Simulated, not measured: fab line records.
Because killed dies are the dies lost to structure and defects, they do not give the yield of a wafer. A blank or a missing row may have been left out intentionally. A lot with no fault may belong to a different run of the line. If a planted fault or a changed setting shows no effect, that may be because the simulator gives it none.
Chamber matching :: flow sky130 :: 4 sister chambers for SKY_LI_CONTACT_CMP_02 on cmp-01
The step polishes PSG. 8 wafers are shown with their chamber, then 7 later ones without.

EACH WAFER AND ITS CHAMBER
wafer: L989.4
chamber: 0
motorCurrentA (A): 12.1
timeToEndpointS (s): 32

wafer: L990.2
chamber: 2
motorCurrentA (A): 12.5
timeToEndpointS (s): 32

wafer: L990.6
chamber: 1
motorCurrentA (A): 13.5
timeToEndpointS (s): 41

wafer: L992.1
chamber: 2
motorCurrentA (A): 12.8
timeToEndpointS (s): 35

wafer: L992.4
chamber: 0
motorCurrentA (A): 11.6
timeToEndpointS (s): 36

wafer: L994.1
chamber: 3
motorCurrentA (A): 10.5
timeToEndpointS (s): 29

wafer: L104.2
chamber: 1
motorCurrentA (A): 13.6
timeToEndpointS (s): 35

wafer: L104.4
chamber: 3
motorCurrentA (A): 11.3
timeToEndpointS (s): 31

WAFERS MISSING THEIR CHAMBER
wafer: L104.5
motorCurrentA (A): 13.2
timeToEndpointS (s): 34

wafer: L105.2
motorCurrentA (A): 12.2
timeToEndpointS (s): 31

wafer: L105.4
motorCurrentA (A): 11.2
timeToEndpointS (s): 32

wafer: L105.5
motorCurrentA (A): 12.3
timeToEndpointS (s): 34

wafer: L106.1
motorCurrentA (A): 11.0
timeToEndpointS (s): 33

wafer: L106.3
motorCurrentA (A): 12.3
timeToEndpointS (s): 34

wafer: L106.6
motorCurrentA (A): 11.6
timeToEndpointS (s): 32

EACH ONE'S CHAMBER
wafer: L104.5
from the rows above: can't be placed: 2 or 1
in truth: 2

wafer: L105.2
from the rows above: can't be placed: 0 or 2
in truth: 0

wafer: L105.4
from the rows above: can't be placed: 3 or 0
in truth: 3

wafer: L105.5
from the rows above: can't be placed: 2 or 0
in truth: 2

wafer: L106.1
from the rows above: can't be placed: 3 or 0
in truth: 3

wafer: L106.3
from the rows above: can't be placed: 2 or 0
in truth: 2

wafer: L106.6
from the rows above: can't be placed: 0 or 3
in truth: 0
Correct placement for 0 of the 7. These rows do not allow placing 7 (true chamber among the candidates in 7). Wrongly placed: 0.
How it was worked out, from the rows above alone: a wafer's distance from a chamber is the root of the sum, over the readings, of the square of ((its reading less the chamber's mean) divided by the reading's scatter). If the next closest chamber is less than 2 further off than the closest, the wafer can't be placed; otherwise it belongs to the closest. For every chamber, the mean is computed from those of its wafers that are shown. The scatter: the root of (the sum of the squares of (reading less its chamber's mean) over the shown wafers, divided by (wafers less chambers)).
